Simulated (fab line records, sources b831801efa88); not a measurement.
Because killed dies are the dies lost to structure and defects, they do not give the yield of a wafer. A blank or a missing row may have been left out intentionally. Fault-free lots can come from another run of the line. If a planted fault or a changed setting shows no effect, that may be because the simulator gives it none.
fab line records | flow gf180mcu | part 1 of 2: steps 1 to 24 of 34
record lots=5 | wafers=15 | lastDay=33
route steps=602 shown CONTACT@295 M1@315
lots that met no fault: taken from a fault-free run of the same line
startH: start of the lot's first displayed wafer, in hours after the record's first day | waitH: how many hours have passed since the lot's step before this one | " identical to the entry in the row above | L1.1+2: several wafers, shown together as one row | - no value, or no start given | * or withheld: withheld | < > ~ a bound
route shown NAME@n: a module of which the file shows steps, and the number in the route of the first | usual: mean and standard deviation over wafers with no fault | same: alike in all rows | chamber/n: place in a boat | sites: the reading at each site | _std_site: how widely they spread, as a standard deviation | _edge_site: outer sites' mean less inner sites' | radiusMm: for every site, how far away it sits from the centre of the wafer | mask NAME#n: copy n | behind: the tool/chamber that last shaped the wafer | hold: why the lot was held/for how many hours/how that ended | device: the transistor (n, p or np) that didn't switch | end of line: tests of these same wafers at the route's end | where a step has no rows: the recipe by itself | killed: not the wafer's yield, but the dies lost to structure and defects at the first sort | map: a wafer's dies, marking killed ones x, the rest . and places with no die _
set.NAME: setting as actually run; set.NAME@STEP: the setting as run at that earlier step | model.NAME: the simulator's own value behind a step, which no gauge read
a table for each step, a row for each wafer; lots at some steps of the route
services: the hour from which a tool's chamber was out of use, counted from the record's first day as startH (under 0 if before that day), plus the number of hours and why
## steps
# step GF_CONTACT_COAT_08
# recipe resist=BARC | tempC=withheld | timeS=withheld | spinRpm=withheld | resistThkNm=withheld
# usual chillPlateTempC=* | dispensePressureKPa=50.2/1.4
lot.wafer | tool          | chamber | startH | waitH | chillPlateTempC | dispensePressureKPa
L075.4    | lithoTrack-01 | 0       | 367.32 | 0.1   | *               | 51.9
L075.5    | "             | 0       | "      | "     | *               | 51.9
L075.6    | "             | 0       | "      | "     | *               | 51.8
L085.1    | lithoTrack-02 | 0       | 460.57 | 0.1   | *               | 48.3
L085.3    | "             | 0       | "      | "     | *               | 48.3
L085.4    | "             | 0       | "      | "     | *               | 48.4
L086.2    | lithoTrack-02 | 0       | 468.15 | 0.1   | *               | 48.4
L086.4    | "             | 0       | "      | "     | *               | 48.3
L086.6    | "             | 0       | "      | "     | *               | 48.3
L088.2    | lithoTrack-01 | 0       | 485.46 | 0.1   | *               | 51.9
L088.4    | "             | 0       | "      | "     | *               | 51.9
L088.5    | "             | 0       | "      | "     | *               | 51.9
L091.1    | lithoTrack-01 | 0       | 508.49 | 0.1   | *               | 51.9
L091.2    | "             | 0       | "      | "     | *               | 51.9
L091.5    | "             | 0       | "      | "     | *               | 51.9
# step GF_CONTACT_COAT_09
# recipe resist=KrF | spinRpm=withheld | resistThkNm=1000
# usual chillPlateTempC=23.01/0.11 | dispensePressureKPa=50.1/1.4
lot.wafer | tool          | chamber | startH | waitH | chillPlateTempC | dispensePressureKPa
L075.4    | lithoTrack-01 | 0       | -      | -     | 22.99           | 51.7
L075.5    | "             | 0       | "      | "     | 23.12           | 51.7
L075.6    | "             | 0       | "      | "     | 23.17           | 51.7
L085.1    | lithoTrack-02 | 0       | -      | -     | 23.19           | 48.2
L085.3    | "             | 0       | "      | "     | 22.88           | 48.2
L085.4    | "             | 0       | "      | "     | 23.22           | 48.2
L086.2    | lithoTrack-02 | 0       | -      | -     | 23.12           | 48.3
L086.4    | "             | 0       | "      | "     | 23.18           | 48.2
L086.6    | "             | 0       | "      | "     | 23.06           | 48.2
L088.2    | lithoTrack-01 | 0       | -      | -     | 22.98           | 51.8
L088.4    | "             | 0       | "      | "     | 23.10           | 51.8
L088.5    | "             | 0       | "      | "     | 22.99           | 51.8
L091.1    | lithoTrack-01 | 0       | -      | -     | 23.01           | 51.8
L091.2    | "             | 0       | "      | "     | 22.95           | 51.7
L091.5    | "             | 0       | "      | "     | 22.97           | 51.8
# step GF_CONTACT_SOFTBAKE_10
# recipe tempC=130 | timeS=60 | resist=KrF
# usual chillPlateTempC=23.01/0.11
lot.wafer | tool          | chamber | startH | waitH | chillPlateTempC
L075.4    | lithoTrack-01 | 0       | -      | -     | 23.06
L075.5    | "             | 0       | "      | "     | 22.92
L075.6    | "             | 0       | "      | "     | 22.84
L085.1    | lithoTrack-02 | 0       | -      | -     | 22.99
L085.3    | "             | 0       | "      | "     | 23.14
L085.4    | "             | 0       | "      | "     | 23.08
L086.2    | lithoTrack-02 | 0       | -      | -     | 23.16
L086.4    | "             | 0       | "      | "     | 23.19
L086.6    | "             | 0       | "      | "     | 23.12
L088.2    | lithoTrack-01 | 0       | -      | -     | 22.93
L088.4    | "             | 0       | "      | "     | 22.78
L088.5    | "             | 0       | "      | "     | 22.93
L091.1    | lithoTrack-01 | 0       | -      | -     | 22.74
L091.2    | "             | 0       | "      | "     | 22.91
L091.5    | "             | 0       | "      | "     | 22.80
# step GF_CONTACT_EXPOSE_11
# recipe maskId=Contact | targetCdNm=220 | na=0.68 | sourceShape=conventional | sigmaOuter=0.6 | doseMj=38
# same sigmaOuter=0.6
lot.wafer  | tool          | chamber | startH | waitH | mask
L075.4+5+6 | krfScanner-01 | 0       | -      | -     | Contact#0
L085.1+3+4 | krfScanner-01 | 0       | -      | -     | Contact#0
L086.2+4+6 | krfScanner-02 | 0       | -      | -     | Contact#0
L088.2+4+5 | krfScanner-02 | 0       | -      | -     | Contact#0
L091.1+2+5 | krfScanner-02 | 0       | -      | -     | Contact#0
# step GF_CONTACT_PEB_12
# recipe pebTempC=135 | pebTimeS=90 | resist=KrF
# usual chillPlateTempC=23.00/0.099
lot.wafer | tool          | chamber | startH | waitH | chillPlateTempC
L075.4    | lithoTrack-03 | 0       | -      | -     | 22.98
L075.5    | "             | 0       | "      | "     | 23.13
L075.6    | "             | 0       | "      | "     | 23.05
L085.1    | lithoTrack-03 | 0       | -      | -     | 22.93
L085.3    | "             | 0       | "      | "     | 22.90
L085.4    | "             | 0       | "      | "     | 22.81
L086.2    | lithoTrack-03 | 0       | -      | -     | 22.91
L086.4    | "             | 0       | "      | "     | 22.87
L086.6    | "             | 0       | "      | "     | 23.03
L088.2    | lithoTrack-01 | 0       | -      | -     | 23.05
L088.4    | "             | 0       | "      | "     | 23.00
L088.5    | "             | 0       | "      | "     | 22.97
L091.1    | lithoTrack-02 | 0       | -      | -     | 23.03
L091.2    | "             | 0       | "      | "     | 22.81
L091.5    | "             | 0       | "      | "     | 22.82
# step GF_CONTACT_DEVELOP_13
# recipe developTimeS=60 | resist=KrF | devTempC=21
# usual chillPlateTempC=22.99/0.092
lot.wafer | tool          | chamber | startH | waitH | chillPlateTempC
L075.4    | lithoTrack-03 | 0       | 378.56 | 0.1   | 23.05
L075.5    | "             | 0       | "      | "     | 23.02
L075.6    | "             | 0       | "      | "     | 22.98
L085.1    | lithoTrack-03 | 0       | 473.04 | 0.2   | 22.91
L085.3    | "             | 0       | "      | "     | 23.06
L085.4    | "             | 0       | "      | "     | 23.11
L086.2    | lithoTrack-03 | 0       | 480.76 | 0.2   | 22.97
L086.4    | "             | 0       | "      | "     | 22.95
L086.6    | "             | 0       | "      | "     | 22.95
L088.2    | lithoTrack-01 | 0       | 497.71 | 0.2   | 23.02
L088.4    | "             | 0       | "      | "     | 22.93
L088.5    | "             | 0       | "      | "     | 22.99
L091.1    | lithoTrack-02 | 0       | 520.42 | 0.2   | 22.98
L091.2    | "             | 0       | "      | "     | 23.01
L091.5    | "             | 0       | "      | "     | 22.91
# step GF_CONTACT_CD_MEAS_14
# recipe targetCdNm=220
# usual cdNm=219.8/1.4
lot.wafer | tool     | chamber | startH | waitH | cdNm
L075.4    | cdSem-01 | -       | 378.70 | 0.1   | 220.0
L075.5    | "        | -       | "      | "     | 218.8
L075.6    | "        | -       | "      | "     | 219.9
L085.1    | cdSem-02 | -       | 473.19 | 0.1   | 219.1
L085.3    | "        | -       | "      | "     | 220.6
L085.4    | "        | -       | "      | "     | 218.6
L086.2    | cdSem-01 | -       | 480.91 | 0.1   | 221.6
L086.4    | "        | -       | "      | "     | 220.9
L086.6    | "        | -       | "      | "     | 220.9
L088.2    | cdSem-02 | -       | 497.86 | 0.1   | 217.8
L088.4    | "        | -       | "      | "     | 216.7
L088.5    | "        | -       | "      | "     | 218.2
L091.1    | cdSem-01 | -       | 520.57 | 0.1   | 220.1
L091.2    | "        | -       | "      | "     | 220.7
L091.5    | "        | -       | "      | "     | 219.3
# step GF_CONTACT_OVL_MEAS_15
# usual CONTACT_OVL=-4/5.1
lot.wafer | tool       | chamber | startH | waitH | CONTACT_OVL[nm]
L075.4    | overlay-02 | -       | 378.78 | 0.1   | -2
L075.5    | "          | -       | "      | "     | -11
L075.6    | "          | -       | "      | "     | -1
L085.1    | overlay-01 | -       | 473.31 | 0.1   | -5
L085.3    | "          | -       | "      | "     | -12
L085.4    | "          | -       | "      | "     | -10
L086.2    | overlay-01 | -       | 481.01 | 0.1   | 7
L086.4    | "          | -       | "      | "     | 1
L086.6    | "          | -       | "      | "     | -2
L088.2    | overlay-02 | -       | 497.96 | 0.1   | -4
L088.4    | "          | -       | "      | "     | -2
L088.5    | "          | -       | "      | "     | -3
L091.1    | overlay-01 | -       | 520.69 | 0.1   | 4
L091.2    | "          | -       | "      | "     | 7
L091.5    | "          | -       | "      | "     | 1
# step GF_CONTACT_ETCH_16
# recipe chemistry=N2/H2 | targetDepthA=withheld | overetchA=withheld | timeS=withheld | target=BARC | ionEnergyEv=200 | sourceW=500 | biasW=100 | pressureMtorr=30 | n2FlowSccm=100 | h2FlowSccm=200
# usual biasW=100.05/0.27 | drypumpMotorCurrentA=5.6/0.5 | oesProductAu=0.855/0.0046 | throttleValvePct=13.225/0.0085
lot.wafer | tool       | chamber | startH | waitH | biasW  | drypumpMotorCurrentA | oesProductAu | throttleValvePct
L075.4    | rieDiel-03 | 1       | 378.80 | 0.0   | 100.10 | 5.8                  | 0.849        | 13.227
L075.5    | "          | 1       | "      | "     | 100.01 | 5.8                  | 0.853        | 13.230
L075.6    | "          | 0       | "      | "     | 100.19 | 5.9                  | 0.856        | 13.218
L085.1    | rieDiel-04 | 0       | 473.34 | 0.0   | 100.38 | 6.1                  | 0.859        | 13.222
L085.3    | "          | 3       | "      | "     | 100.22 | 5.3                  | 0.857        | 13.228
L085.4    | "          | 1       | "      | "     | 99.76  | 6.2                  | 0.857        | 13.224
L086.2    | rieDiel-04 | 2       | 481.04 | 0.0   | 100.04 | 4.9                  | 0.857        | 13.227
L086.4    | "          | 2       | "      | "     | 99.98  | 4.8                  | 0.863        | 13.213
L086.6    | "          | 0       | "      | "     | 100.17 | 6.1                  | 0.858        | 13.231
L088.2    | rieDiel-04 | 3       | 497.99 | 0.0   | 100.23 | 5.3                  | 0.853        | 13.230
L088.4    | "          | 2       | "      | "     | 100.61 | 4.9                  | 0.856        | 13.233
L088.5    | "          | 0       | "      | "     | 100.29 | 6.0                  | 0.849        | 13.229
L091.1    | rieDiel-03 | 2       | 520.73 | 0.0   | 99.92  | 5.2                  | 0.856        | 13.218
L091.2    | "          | 0       | "      | "     | 100.24 | 5.9                  | 0.855        | 13.230
L091.5    | "          | 2       | "      | "     | 99.49  | 5.3                  | 0.863        | 13.212
# step GF_CONTACT_ETCH_17
# recipe chemistry=C4F8/O2/Ar | maskMaterial=KrF | target=SiO2 | stopOn=CoSi2 | sourceW=1500 | biasW=1200 | pressureMtorr=40 | c4f8FlowSccm=withheld | O2_flow_sccm=6 | Ar_flow_sccm=300 | timeS=withheld | targetDepthA=8600
# usual biasW=1200/3.4 | oesProductAu=0.815/0.005
lot.wafer | tool       | chamber | startH | waitH | biasW | oesProductAu
L075.4    | rieDiel-03 | 1       | -      | -     | 1194  | 0.819
L075.5    | "          | 1       | "      | "     | 1201  | 0.812
L075.6    | "          | 0       | "      | "     | 1195  | 0.819
L085.1    | rieDiel-04 | 0       | -      | -     | 1198  | 0.807
L085.3    | "          | 3       | "      | "     | 1200  | 0.814
L085.4    | "          | 1       | "      | "     | 1206  | 0.808
L086.2    | rieDiel-04 | 2       | -      | -     | 1198  | 0.813
L086.4    | "          | 2       | "      | "     | 1200  | 0.814
L086.6    | "          | 0       | "      | "     | 1204  | 0.814
L088.2    | rieDiel-04 | 3       | -      | -     | 1195  | 0.812
L088.4    | "          | 2       | "      | "     | 1205  | 0.813
L088.5    | "          | 0       | "      | "     | 1200  | 0.808
L091.1    | rieDiel-03 | 2       | -      | -     | 1206  | 0.810
L091.2    | "          | 0       | "      | "     | 1196  | 0.819
L091.5    | "          | 2       | "      | "     | 1203  | 0.815
# step GF_CONTACT_STRIP_18
# recipe chemistry=O2/N2 | powerW=1400 | pressureMtorr=1500 | platenTempC=250 | o2FlowSccm=3000 | n2FlowSccm=300 | overashFraction=0.5
# usual drypumpMotorCurrentA=5.7/0.33 | heaterPowerW=316/28 | oesProductAu=0.579/0.0051
lot.wafer | tool           | chamber | startH | waitH | drypumpMotorCurrentA | heaterPowerW | oesProductAu | rfHoursCounterH
L075.4    | plasmaAsher-01 | 1       | 378.99 | -     | 5.4                  | 307          | 0.590        | -
L075.5    | "              | 0       | "      | "     | 5.8                  | 274          | 0.589        | -
L075.6    | "              | 1       | "      | "     | 5.4                  | 307          | 0.576        | -
L085.1    | plasmaAsher-01 | 1       | 473.51 | -     | 5.4                  | 306          | 0.582        | 69
L085.3    | "              | 1       | "      | "     | 5.4                  | 304          | 0.590        | -
L085.4    | "              | 0       | "      | "     | 5.9                  | 275          | 0.580        | -
L086.2    | plasmaAsher-04 | 1       | 481.21 | -     | 5.9                  | 335          | 0.582        | 83
L086.4    | "              | 0       | "      | "     | 5.8                  | 335          | 0.569        | -
L086.6    | "              | 0       | "      | "     | 5.8                  | 323          | 0.576        | -
L088.2    | plasmaAsher-03 | 1       | 498.16 | -     | 5.2                  | 329          | 0.578        | 38
L088.4    | "              | 1       | "      | "     | 5.2                  | 332          | 0.576        | -
L088.5    | "              | 1       | "      | "     | 5.2                  | 333          | 0.577        | -
L091.1    | plasmaAsher-01 | 0       | 520.97 | -     | 5.8                  | 267          | 0.578        | 75
L091.2    | "              | 1       | "      | "     | 5.4                  | 298          | 0.581        | 75
L091.5    | "              | 0       | "      | "     | 5.8                  | 270          | 0.571        | -
# step GF_CONTACT_CLEAN_19
# recipe chemistry=SPM
lot.wafer  | tool        | chamber | startH | waitH
L075.4+5+6 | wetBench-03 | 0       | 379.06 | 0.0
L085.1+3+4 | wetBench-01 | 0       | 473.61 | 0.1
L086.2+4+6 | wetBench-02 | 2       | 481.31 | 0.1
L088.2+4+5 | wetBench-02 | 3       | 498.26 | 0.1
L091.1+2+5 | wetBench-01 | 3       | 521.07 | 0.1
# step GF_CONTACT_CLEAN_20
# recipe chemistry=DIW
lot.wafer  | tool        | chamber | startH | waitH
L075.4+5+6 | wetBench-02 | 2       | 379.15 | 0.0
L085.1+3+4 | wetBench-02 | 1       | 473.70 | 0.0
L086.2+4+6 | wetBench-01 | 0       | 481.40 | 0.0
L088.2+4+5 | wetBench-01 | 1       | 498.35 | 0.0
L091.1+2+5 | wetBench-03 | 3       | 521.16 | 0.0
# step GF_CONTACT_CLEAN_21
# recipe chemistry=dHF | timeS=20 | dilution=100:1 | dry=ipaMarangoni
lot.wafer  | tool        | chamber | startH | waitH
L075.4+5+6 | wetBench-03 | 2       | 379.24 | 0.0
L085.1+3+4 | wetBench-03 | 3       | 473.79 | 0.0
L086.2+4+6 | wetBench-03 | 3       | 481.49 | 0.0
L088.2+4+5 | wetBench-03 | 3       | 498.53 | 0.0
L091.1+2+5 | wetBench-01 | 3       | 521.35 | 0.0
# step GF_CONTACT_SPUTTER_22
# recipe material=Ti | targetThkNm=15 | chamberPressurePa=5 | powerW=2500 | substrateTempC=200 | timeS=80.02
# usual chamberPressurePa=4.998/0.01 | throttleValvePct=30.2/1.3
lot.wafer | tool          | chamber | startH | waitH | chamberPressurePa | throttleValvePct
L075.4    | pvdSputter-02 | -       | 379.29 | 0.0   | 4.991             | 29.7
L075.5    | "             | -       | "      | "     | 4.992             | 29.7
L075.6    | "             | -       | "      | "     | 4.993             | 28.8
L085.1    | pvdSputter-03 | -       | 473.81 | 0.0   | 5.006             | 30.9
L085.3    | "             | -       | "      | "     | 4.995             | 29.5
L085.4    | "             | -       | "      | "     | 4.996             | 31.0
L086.2    | pvdSputter-04 | -       | 481.51 | 0.0   | 5.007             | 30.4
L086.4    | "             | -       | "      | "     | 5.004             | 33.4
L086.6    | "             | -       | "      | "     | 5.000             | 33.7
L088.2    | pvdSputter-02 | -       | 498.55 | 0.0   | 4.992             | 30.0
L088.4    | "             | -       | "      | "     | 5.012             | 29.6
L088.5    | "             | -       | "      | "     | 5.018             | 28.3
L091.1    | pvdSputter-02 | -       | 521.36 | 0.0   | 4.993             | 28.7
L091.2    | "             | -       | "      | "     | 4.998             | 29.8
L091.5    | "             | -       | "      | "     | 4.996             | 29.4
# step GF_CONTACT_SPUTTER_23
# recipe material=TiN | targetThkNm=10 | chamberPressurePa=5 | powerW=4000 | timeS=40
# usual chamberPressurePa=5.000/0.01 | throttleValvePct=30.2/1.3
lot.wafer | tool          | chamber | startH | waitH | chamberPressurePa | throttleValvePct
L075.4    | pvdSputter-02 | -       | 379.34 | 0.0   | 4.997             | 29.5
L075.5    | "             | -       | "      | "     | 5.000             | 29.8
L075.6    | "             | -       | "      | "     | 4.992             | 28.5
L085.1    | pvdSputter-03 | -       | 473.87 | 0.0   | 5.010             | 30.9
L085.3    | "             | -       | "      | "     | 4.999             | 29.4
L085.4    | "             | -       | "      | "     | 5.004             | 31.0
L086.2    | pvdSputter-04 | -       | 481.57 | 0.0   | 5.014             | 30.3
L086.4    | "             | -       | "      | "     | 4.996             | 33.3
L086.6    | "             | -       | "      | "     | 5.006             | 33.5
L088.2    | pvdSputter-02 | -       | 498.61 | 0.0   | 4.986             | 29.7
L088.4    | "             | -       | "      | "     | 4.998             | 29.7
L088.5    | "             | -       | "      | "     | 5.000             | 28.4
L091.1    | pvdSputter-02 | -       | 521.42 | 0.0   | 4.994             | 28.4
L091.2    | "             | -       | "      | "     | 5.001             | 29.6
L091.5    | "             | -       | "      | "     | 5.000             | 29.3
# step GF_CONTACT_CVD_24
# recipe material=W | targetThkNm=300 | timeS=90.339 | tempC=400 | pressureTorr=40
# usual heaterPowerW=892/130
lot.wafer | tool    | chamber | startH | waitH | heaterPowerW
L075.4    | cvdW-01 | 1       | 379.39 | 0.0   | 1095
L075.5    | "       | 0       | "      | "     | 743
L075.6    | "       | 1       | "      | "     | 1079
L085.1    | cvdW-02 | 1       | 473.91 | 0.0   | 925
L085.3    | "       | 0       | "      | "     | 810
L085.4    | "       | 1       | "      | "     | 930
L086.2    | cvdW-01 | 0       | 481.61 | 0.0   | 725
L086.4    | "       | 0       | "      | "     | 731
L086.6    | "       | 0       | "      | "     | 757
L088.2    | cvdW-01 | 1       | 498.65 | 0.0   | 1069
L088.4    | "       | 1       | "      | "     | 1095
L088.5    | "       | 0       | "      | "     | 740
L091.1    | cvdW-02 | 0       | 521.46 | 0.0   | 809
L091.2    | "       | 1       | "      | "     | 930
L091.5    | "       | 1       | "      | "     | 940
# step GF_CONTACT_RS_MEAS_25
# recipe thkMeasGauge=four-point-probe | reads=W_of_CONTACT_CVD_24+TiN_of_CONTACT_SPUTTER_23+Ti_of_CONTACT_SPUTTER_22
# usual CONTACT_W_RS=0.383/0.0047
lot.wafer | tool         | chamber | startH | waitH | CONTACT_W_RS[ohm/sq]
L075.4    | filmMetro-04 | -       | 379.52 | 0.1   | 0.376
L075.5    | "            | -       | "      | "     | 0.378
L075.6    | "            | -       | "      | "     | 0.378
L085.1    | filmMetro-04 | -       | 474.01 | 0.1   | 0.388
L085.3    | "            | -       | "      | "     | 0.383
L085.4    | "            | -       | "      | "     | 0.385
L086.2    | filmMetro-04 | -       | 481.73 | 0.1   | 0.383
L086.4    | "            | -       | "      | "     | 0.384
L086.6    | "            | -       | "      | "     | 0.385
L088.2    | filmMetro-02 | -       | 498.77 | 0.1   | 0.379
L088.4    | "            | -       | "      | "     | 0.380
L088.5    | "            | -       | "      | "     | 0.387
L091.1    | filmMetro-01 | -       | 521.56 | 0.1   | 0.389
L091.2    | "            | -       | "      | "     | 0.390
L091.5    | "            | -       | "      | "     | 0.387
# step GF_CONTACT_THK_MEAS_26
# recipe thkMeasGauge=xrf | reads=W_of_CONTACT_CVD_24
# usual CONTACT_W_THK=306/5.6
lot.wafer | tool         | chamber | startH | waitH | CONTACT_W_THK[nm]
L075.4    | filmMetro-04 | -       | 379.61 | 0.1   | 310
L075.5    | "            | -       | "      | "     | 307
L075.6    | "            | -       | "      | "     | 307
L085.1    | filmMetro-04 | -       | 474.13 | 0.1   | 300
L085.3    | "            | -       | "      | "     | 303
L085.4    | "            | -       | "      | "     | 301
L086.2    | filmMetro-04 | -       | 481.84 | 0.1   | 300
L086.4    | "            | -       | "      | "     | 299
L086.6    | "            | -       | "      | "     | 297
L088.2    | filmMetro-02 | -       | 498.88 | 0.1   | 310
L088.4    | "            | -       | "      | "     | 307
L088.5    | "            | -       | "      | "     | 301
L091.1    | filmMetro-01 | -       | 521.68 | 0.1   | 306
L091.2    | "            | -       | "      | "     | 308
L091.5    | "            | -       | "      | "     | 309
# step GF_CONTACT_CMP_27
# recipe stopOn=SiO2 | downForcePsi=3.5 | platenRpm=60 | tOverpolishS=15.91 | targetThkNm=0 | padVelocityMS=0.94248
# usual motorCurrentA=10.5/0.84 | overpolishRunS=15.910/0.0093 | timeToEndpointS=73/3.4
lot.wafer | tool   | chamber | startH | waitH | motorCurrentA | overpolishRunS | timeToEndpointS
L075.4    | cmp-02 | 0       | 379.74 | 0.1   | 10.5          | 15.899         | 82
L075.5    | "      | 2       | "      | "     | 10.7          | 15.915         | 78
L075.6    | "      | 3       | "      | "     | 10.4          | 15.913         | 79
L085.4    | cmp-01 | 0       | 474.19 | 0.0   | 8.9           | 15.910         | 67
L085.3    | "      | 2       | "      | "     | 10.5          | 15.894         | 68
L085.1    | "      | 3       | "      | "     | 10.7          | 15.912         | 66
L086.4    | cmp-01 | 2       | 481.89 | 0.0   | 9.9           | 15.916         | 72
L086.2    | "      | 0       | "      | "     | 8.9           | 15.917         | 69
L086.6    | "      | 3       | "      | "     | 11.1          | 15.914         | 71
L088.2    | cmp-01 | 1       | 498.98 | 0.1   | 11.0          | 15.913         | 70
L088.4    | "      | 2       | "      | "     | 9.7           | 15.932         | 72
L088.5    | "      | 1       | "      | "     | 10.8          | 15.918         | 70
L091.2    | cmp-02 | 3       | 521.79 | 0.1   | 10.5          | 15.900         | 69
L091.1    | "      | 1       | "      | "     | 11.9          | 15.922         | 72
L091.5    | "      | 3       | "      | "     | 10.7          | 15.909         | 74
# step GF_M1_SPUTTER_00
# recipe material=Ti | targetThkNm=37.5 | arrivingIonEnergyEv=80 | substrateTempC=200 | chamberPressurePa=2 | powerW=4000 | timeS=150
# usual chamberPressurePa=1.999/0.0041 | throttleValvePct=29.9/0.87
lot.wafer | tool          | chamber | startH | waitH | chamberPressurePa | throttleValvePct
L075.4    | pvdSputter-02 | -       | 379.99 | 0.2   | 2.002             | 29.6
L075.5    | "             | -       | "      | "     | 2.002             | 29.7
L075.6    | "             | -       | "      | "     | 1.999             | 28.8
L085.1    | pvdSputter-01 | -       | 474.49 | 0.1   | 2.003             | 29.8
L085.3    | "             | -       | "      | "     | 1.995             | 30.7
L085.4    | "             | -       | "      | "     | 1.993             | 30.7
L086.2    | pvdSputter-01 | -       | 482.19 | 0.1   | 1.998             | 30.8
L086.4    | "             | -       | "      | "     | 1.998             | 30.6
L086.6    | "             | -       | "      | "     | 1.995             | 30.2
L088.2    | pvdSputter-03 | -       | 499.23 | 0.2   | 1.993             | 29.6
L088.4    | "             | -       | "      | "     | 1.999             | 31.7
L088.5    | "             | -       | "      | "     | 2.004             | 30.8
L091.1    | pvdSputter-01 | -       | 522.04 | 0.1   | 2.004             | 30.9
L091.2    | "             | -       | "      | "     | 2.002             | 30.5
L091.5    | "             | -       | "      | "     | 2.005             | 30.2
# step GF_M1_SPUTTER_01
# recipe material=TiN | targetThkNm=30 | powerW=6500 | timeS=25 | chamberPressurePa=0.4
# usual chamberPressurePa=0.4000/0.00096 | throttleValvePct=29.9/0.84
lot.wafer | tool          | chamber | startH | waitH | chamberPressurePa | throttleValvePct
L075.4    | pvdSputter-02 | -       | 380.05 | 0.0   | 0.4000            | 29.8
L075.5    | "             | -       | "      | "     | 0.3998            | 29.7
L075.6    | "             | -       | "      | "     | 0.3995            | 28.5
L085.1    | pvdSputter-01 | -       | 474.59 | 0.1   | 0.3997            | 29.5
L085.3    | "             | -       | "      | "     | 0.3998            | 30.6
L085.4    | "             | -       | "      | "     | 0.3999            | 31.0
L086.2    | pvdSputter-01 | -       | 482.29 | 0.1   | 0.3993            | 30.6
L086.4    | "             | -       | "      | "     | 0.4062            | 30.6
L086.6    | "             | -       | "      | "     | 0.4007            | 30.6
L088.2    | pvdSputter-03 | -       | 499.33 | 0.1   | 0.3997            | 29.2
L088.4    | "             | -       | "      | "     | 0.3998            | 31.3
L088.5    | "             | -       | "      | "     | 0.3988            | 30.8
L091.1    | pvdSputter-01 | -       | 522.14 | 0.1   | 0.3984            | 30.7
L091.2    | "             | -       | "      | "     | 0.3986            | 30.4
L091.5    | "             | -       | "      | "     | 0.3990            | 30.6
# step GF_M1_SPUTTER_02
# recipe material=AlCu | targetThkNm=450 | powerW=10600 | timeS=23.9 | chamberPressurePa=0.4
# usual chamberPressurePa=0.4000/0.00077 | throttleValvePct=29.9/0.88
lot.wafer | tool          | chamber | startH | waitH | chamberPressurePa | throttleValvePct
L075.4    | pvdSputter-02 | -       | 380.08 | 0.0   | 0.3994            | 29.7
L075.5    | "             | -       | "      | "     | 0.3986            | 30.0
L075.6    | "             | -       | "      | "     | 0.4008            | 28.3
L085.1    | pvdSputter-01 | -       | 474.62 | 0.0   | 0.4001            | 29.6
L085.3    | "             | -       | "      | "     | 0.4000            | 30.7
L085.4    | "             | -       | "      | "     | 0.4016            | 30.6
L086.2    | pvdSputter-01 | -       | 482.32 | 0.0   | 0.4000            | 30.8
L086.4    | "             | -       | "      | "     | 0.3997            | 30.7
L086.6    | "             | -       | "      | "     | 0.3985            | 30.7
L088.2    | pvdSputter-03 | -       | 499.36 | 0.0   | 0.4004            | 29.4
L088.4    | "             | -       | "      | "     | 0.4014            | 31.4
L088.5    | "             | -       | "      | "     | 0.4016            | 31.1
L091.1    | pvdSputter-01 | -       | 522.17 | 0.0   | 0.4009            | 30.9
L091.2    | "             | -       | "      | "     | 0.3995            | 30.2
L091.5    | "             | -       | "      | "     | 0.4002            | 30.7
# step GF_M1_SPUTTER_03
# recipe material=Ti | targetThkNm=10 | substrateTempC=300 | chamberPressurePa=0.3 | powerW=3000 | timeS=6.7
# usual chamberPressurePa=0.3001/0.00058 | throttleValvePct=29.9/0.86
lot.wafer | tool          | chamber | startH | waitH | chamberPressurePa | throttleValvePct
L075.4    | pvdSputter-02 | -       | 380.11 | 0.0   | 0.2998            | 29.4
L075.5    | "             | -       | "      | "     | 0.3005            | 30.0
L075.6    | "             | -       | "      | "     | 0.3004            | 28.4
L085.1    | pvdSputter-01 | -       | 474.65 | 0.0   | 0.2995            | 29.8
L085.3    | "             | -       | "      | "     | 0.3001            | 30.9
L085.4    | "             | -       | "      | "     | 0.2996            | 30.7
L086.2    | pvdSputter-01 | -       | 482.35 | 0.0   | 0.2996            | 30.5
L086.4    | "             | -       | "      | "     | 0.3000            | 30.6
L086.6    | "             | -       | "      | "     | 0.2996            | 30.5
L088.2    | pvdSputter-03 | -       | 499.39 | 0.0   | 0.2996            | 29.4
L088.4    | "             | -       | "      | "     | 0.3007            | 31.4
L088.5    | "             | -       | "      | "     | 0.3012            | 30.9
L091.1    | pvdSputter-01 | -       | 522.20 | 0.0   | 0.3005            | 30.7
L091.2    | "             | -       | "      | "     | 0.2991            | 30.6
L091.5    | "             | -       | "      | "     | 0.3001            | 30.8
